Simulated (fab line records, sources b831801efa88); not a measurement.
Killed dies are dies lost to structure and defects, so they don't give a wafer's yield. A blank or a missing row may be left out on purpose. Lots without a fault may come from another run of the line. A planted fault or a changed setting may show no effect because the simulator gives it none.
Which tool did it? | flow gf180mcu | 13 lots, 39 wafers sampled, at 3 steps of a route of 602

WHAT THE GAUGES READ, wafer by wafer
GF_MVPSD_OVL_MEAS_07. Usual: MVPSD_OVL -0.8 nm, standard deviation 1.3.
lot  | measured     | on         | MVPSD_OVL (nm) | flag
L699 | day 5 02:44  | overlay-01 | -0.5 -3.0 -1.7 |
L700 | day 5 09:05  | overlay-01 | -0.8 -4.0 -2.8 |
L701 | day 5 12:30  | overlay-01 | -0.4 -2.3 -1.0 |
L703 | day 6 00:26  | overlay-01 | -1.9 -0.2 -1.2 |
L706 | day 7 02:02  | overlay-02 | -1.1 -1.2 0.2  |
L707 | day 7 04:48  | overlay-02 | 2.5 1.6 -0.1   |
L711 | day 8 02:38  | overlay-01 | -3.7 -1.5 -0.9 |
L712 | day 8 06:02  | overlay-01 | 0.4 -1.1 -0.7  |
L713 | day 8 13:27  | overlay-02 | -1.9 -2.8 -2.1 |
L715 | day 8 20:38  | overlay-02 | -0.4 -1.7 -1.3 |
L717 | day 9 10:47  | overlay-01 | 0.2 -0.5 -0.7  |
L721 | day 10 08:17 | overlay-01 | -1.1 -1.2 -1.2 |
L722 | day 10 15:15 | overlay-01 | -0.7 0.2 -0.1  |

GF_VT_IMPLANT_RS_MEAS_46: measures by four-point-probe. Usual: MVSD_RS 457.3 ohm/sq, standard deviation 1.1.
lot  | measured     | on            | MVSD_RS (ohm/sq)  | flag
L699 | day 7 15:26  | film_metro-04 | 457.6 458.0 457.1 |
L700 | day 7 22:45  | film_metro-04 | 457.8 457.7 458.0 |
L701 | day 8 00:31  | film_metro-02 | 457.2 458.1 459.2 |
L703 | day 8 14:45  | film_metro-02 | 457.3 458.6 457.2 |
L706 | day 9 18:16  | film_metro-02 | 457.4 457.2 457.6 |
L707 | day 9 22:20  | film_metro-02 | 458.0 458.4 458.3 |
L711 | day 10 22:36 | film_metro-02 | 458.3 457.8 456.4 |
L712 | day 11 02:23 | film_metro-01 | 454.2 455.6 454.8 |
L713 | day 11 10:45 | film_metro-01 | 456.5 455.6 456.5 |
L715 | day 11 19:19 | film_metro-01 | 456.4 456.6 457.5 |
L717 | day 12 09:59 | film_metro-04 | 458.3 457.6 458.5 |
L721 | day 13 12:05 | film_metro-01 | 458.0 456.9 458.6 |
L722 | day 13 17:16 | film_metro-02 | 455.0 455.9 457.3 |

WHICH TOOL RAN EACH LOT (tool, then ch and the chambers of the sampled wafers, then the start)
lot  | GF_VT_IMPLANT_STRIP_31
L699 | plasma_asher-03 ch 0,1, day 6 23:55
L700 | plasma_asher-02 ch 0,1, day 7 06:55
L701 | plasma_asher-03 ch 0,1, day 7 09:13
L703 | plasma_asher-02 ch 0,1, day 7 22:37
L706 | plasma_asher-03 ch 0, day 9 01:28
L707 | plasma_asher-03 ch 0,1, day 9 04:33
L711 | plasma_asher-03 ch 0, day 10 04:39
L712 | plasma_asher-02 ch 0,1, day 10 08:49
L713 | plasma_asher-02 ch 0,1, day 10 16:19
L715 | plasma_asher-02 ch 0,1, day 11 00:40
L717 | plasma_asher-01 ch 0,1, day 11 15:10
L721 | plasma_asher-01 ch 0,1, day 12 15:54
L722 | plasma_asher-01 ch 0,1, day 12 21:47
- GF_VT_IMPLANT_STRIP_31: strips in O2/N2.

WHAT THE TOOLS THEMSELVES READ (means of the sampled wafers that have a number; where no wafer has one, the mark that the record gives instead)
GF_VT_IMPLANT_STRIP_31. Usual: drypump_motor_current_A 5.8 A, standard deviation 0.48; heater_power_w 327 W, standard deviation 23; o2_flow_sccm 3000 sccm, standard deviation 8; oes_product_au 0.716 a.u., standard deviation 0.0044; platen_temp_c 250.01 C, standard deviation 0.16; strip_time_to_endpoint_s 12.63 s, standard deviation 0.035.
lot  | tool            | drypump_motor_current_A (A) | heater_power_w (W) | o2_flow_sccm (sccm) | oes_product_au (a.u.) | platen_temp_c (C) | strip_time_to_endpoint_s (s) | flag
L699 | plasma_asher-03 | 5.8                         | 310                | 2992                | 0.719                 | 250.02            | 12.71                        |
L700 | plasma_asher-02 | 5.8                         | 328                | 2992                | 0.717                 | 249.90            | 12.66                        |
L701 | plasma_asher-03 | 5.8                         | 315                | 3008                | 0.717                 | 249.94            | 12.63                        |
L703 | plasma_asher-02 | 6.2                         | 342                | 2995                | 0.716                 | 249.95            | 12.69                        |
L706 | plasma_asher-03 | 5.7                         | 313                | 3007                | 0.716                 | 249.96            | 12.66                        |
L707 | plasma_asher-03 | 5.8                         | 296                | 2996                | 0.666                 | 244.42            | 14.14                        | OFF
L711 | plasma_asher-03 | 5.7                         | 300                | 3004                | 0.668                 | 244.11            | 14.13                        | OFF
L712 | plasma_asher-02 | 6.2                         | 343                | 3001                | 0.716                 | 250.10            | 12.67                        |
L713 | plasma_asher-02 | 5.8                         | 326                | 3009                | 0.719                 | 249.89            | 12.60                        |
L715 | plasma_asher-02 | 5.8                         | 329                | 3002                | 0.717                 | 249.93            | 12.64                        |
L717 | plasma_asher-01 | 5.4                         | 338                | 3000                | 0.716                 | 249.88            | 12.60                        |
L721 | plasma_asher-01 | 5.4                         | 333                | 2999                | 0.712                 | 249.98            | 12.60                        |
L722 | plasma_asher-01 | 5.4                         | 340                | 2996                | 0.713                 | 250.02            | 12.65                        |

THE ANSWER, worked out from the rows above alone
Rule: a lot is off if the mean of its wafers that have a number lies more than 3 standard deviations from the usual mean. A lot without any number at a reading at which 4 lots or more have one is off too. The other lots that the step has rows for count as sound. The gauges are gone through in route order, then the tools' own readings, and for those a lot's mean is taken as printed above. The first step at which some lot is off is used, and at that step the reading that is off furthest; a lot without a number counts as furthest.
Off: L707, L711, at GF_VT_IMPLANT_STRIP_31 (strip_time_to_endpoint_s).
A tool fits if, at that step or a process step before it, it ran every lot that is off, and no sound lot after the first of them. One fits: plasma_asher-03 at GF_VT_IMPLANT_STRIP_31. Its last sound lot is L706 (day 9 01:28), its first lot that is off L707 (day 9 04:33): a fault that began between those two fits.
The tool's own readings at GF_VT_IMPLANT_STRIP_31 bear it out: on the lots that are off they differ by more than 5 times the standard deviation of the sound lots' means. oes_product_au reads 0.667 a.u. there against 0.716 a.u. on the sound lots; platen_temp_c reads 244.26 C there against 249.96 C on the sound lots; strip_time_to_endpoint_s reads 14.14 s there against 12.65 s on the sound lots.

WHAT THE SIMULATOR HAD PUT IN
Process parameter drift: plasma_asher-03, from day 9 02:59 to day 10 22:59, at GF_VT_IMPLANT_STRIP_31. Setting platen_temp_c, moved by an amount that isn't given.
Lots struck among those shown: L707, L711. The rule above found the same.
